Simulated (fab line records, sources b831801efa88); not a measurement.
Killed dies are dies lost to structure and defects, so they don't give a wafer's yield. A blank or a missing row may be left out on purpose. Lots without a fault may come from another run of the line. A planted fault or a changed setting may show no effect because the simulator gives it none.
A struck lot beside a sound one | flow sky130 | 13 steps out of a route of 708
Sound: wafers L705.1, L705.4, L705.6. Struck: wafers L713.1, L713.5, L713.6. The cause comes at the end.
At each step with rows: each side's tool, then ch and its chambers, then its first start. Under that, the readings that differ: sound wafers | struck wafers | difference of the means | sigmas: that difference in standard deviations of wafers without a fault.
alike: readings whose means differ by less than 2 such deviations, and words and numbers that are the same on both sides. not compared: withheld readings, readings that some wafer has no value for, bounds like >300 that may hide the same value, and numbers for which the record gives no deviation and whose values overlap.
The two part at a step that has a row with sigmas, a row that says differs or no value, or rows on one side only. Numbers that don't overlap but have no deviation are shown without sigmas and don't part them. A reading that every wafer of one side lacks parts them only if that side has two wafers or more.

first, 3 steps without rows for these wafers: SKY_FIELD_ISO_EXPOSE_10 (exposes mask FOM, target cd 150 nm); SKY_FIELD_ISO_PEB_11; SKY_FIELD_ISO_DEVELOP_12 (develop time 60 s).
SKY_FIELD_ISO_CD_MEAS_13: target cd 150 nm.
  sound on cd_sem-01, day 4 19:07; struck on cd_sem-01, day 7 12:38
  alike: cd_nm
SKY_FIELD_ISO_ETCH_14: etches BARC in N2/H2, stops on SiO2, time 45.9 s, target depth 60 nm.
  sound on rie_diel-04 ch 0,2, day 4 19:14; struck on rie_diel-01 ch 0,1,3, day 7 12:46
  alike: drypump_motor_current_A, oes_product_au, throttle_valve_pct
  not compared: rf_hours_counter_h
SKY_FIELD_ISO_ETCH_15: etches the open film in CHF3/O2, stops on Si, target depth 180 nm, time 72 s.
  sound on rie_diel-04 ch 0,2, day 4 19:16; struck on rie_diel-01 ch 0,1,3, day 7 12:48
  alike: drypump_motor_current_A, oes_product_au, throttle_valve_pct
  not compared: rf_hours_counter_h
SKY_FIELD_ISO_STRIP_16: strips in O2/N2.
  sound on plasma_asher-01 ch 0,1, day 4 19:20; struck on plasma_asher-01 ch 0,1, day 7 12:52
  alike: drypump_motor_current_A, oes_product_au, strip_time_to_endpoint_s
  not compared: rf_hours_counter_h
SKY_FIELD_ISO_ETCH_17: etches Si in HBr/Cl2/O2, target depth 342 nm, time 97.7 s.
  sound on rie_si-01 ch 0,1,3, day 4 19:26; struck on rie_si-01 ch 1,2,3, day 7 12:58
  alike: HBr_flow_sccm, drypump_motor_current_A, oes_product_au, throttle_valve_pct
  not compared: rf_hours_counter_h
then, 4 steps without rows for these wafers: SKY_FIELD_ISO_WET_ETCH_18 (etches Si3N4 in H3PO4, target depth 25 nm, time 286 s); SKY_FIELD_ISO_CLEAN_19 (cleans in SC1/SC2, time 150 s); SKY_FIELD_ISO_CLEAN_20 (cleans in dHF, time 20 s); SKY_FIELD_ISO_WET_ETCH_21 (etches SiO2 in dHF, target depth 20 nm, time 400 s).
SKY_FIELD_ISO_OXIDATION_22: stabilise 600 s, purge 300 s, target thk 10 nm.
  sound on furnace-02 ch 0, day 4 19:46; struck on furnace-02, day 7 14:25
  no value came back on the struck wafers for ox_temp_c (C), ox_temp_c_max, spike_tc_top_C (C); on the sound wafers ox_temp_c (C) reads 949.7 949.8 950.1

WHERE THEY PART
Only at SKY_FIELD_ISO_OXIDATION_22, within this record.

WHY: what the simulator had put in
Skipped step whole: furnace-02, from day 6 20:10 on, at SKY_FIELD_ISO_OXIDATION_22. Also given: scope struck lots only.
